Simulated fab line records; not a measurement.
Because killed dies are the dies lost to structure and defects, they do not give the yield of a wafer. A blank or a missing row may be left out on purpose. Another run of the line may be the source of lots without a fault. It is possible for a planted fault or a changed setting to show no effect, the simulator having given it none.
Matching of chambers | flow sky130 | rie si-01 running SKY_FIELD_ISO_ETCH_17: 4 sister chambers
The step etches Si in HBr/Cl2/O2, target depth 342 nm, time 97.7 s. 4 wafers are shown with their chamber, then 12 later ones without.

== EACH WAFER AND ITS CHAMBER ==
wafer  | chamber | drypump motor current A (A)
L088.6 | 1       | 5.5
L089.2 | 2       | 5.5
L089.4 | 0       | 6.6
L089.5 | 3       | 6.1

== WAFERS WHOSE CHAMBER IS MISSING ==
wafer  | drypump motor current A (A)
L091.1 | 6.1
L091.2 | 5.5
L091.4 | 6.5
L093.1 | 6.6
L093.2 | 6.1
L093.3 | 5.5
L094.3 | 6.1
L094.4 | 5.4
L094.5 | 6.6
L096.1 | 6.5
L096.2 | 5.5
L096.3 | 5.5

== EACH ONE'S CHAMBER ==
wafer  | from the rows above     | in truth
L091.1 | 3                       | 3
L091.2 | can't be placed: 1 or 2 | 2
L091.4 | 0                       | 0
L093.1 | 0                       | 0
L093.2 | 3                       | 3
L093.3 | can't be placed: 1 or 2 | 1
L094.3 | 3                       | 3
L094.4 | can't be placed: 1 or 2 | 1
L094.5 | 0                       | 0
L096.1 | 0                       | 0
L096.2 | can't be placed: 1 or 2 | 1
L096.3 | can't be placed: 1 or 2 | 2
Placed correctly: 7 of 12. Can't be placed from these rows: 5 (the true chamber is among the candidates in 5). Placed wrongly: 0.
How it was worked out, from the rows above alone: a wafer's distance from a chamber is the root of the sum, over the readings, of the square of ((its reading less the chamber's mean) divided by the reading's scatter). The wafer belongs to the nearest chamber; if the next one is less than 2 further off, it can't be placed. The mean given for a chamber averages the wafers shown for that chamber. The scatter (one wafer shown for each chamber): square how far every hidden wafer sits from the nearest shown wafer, average those squares and take the square root.
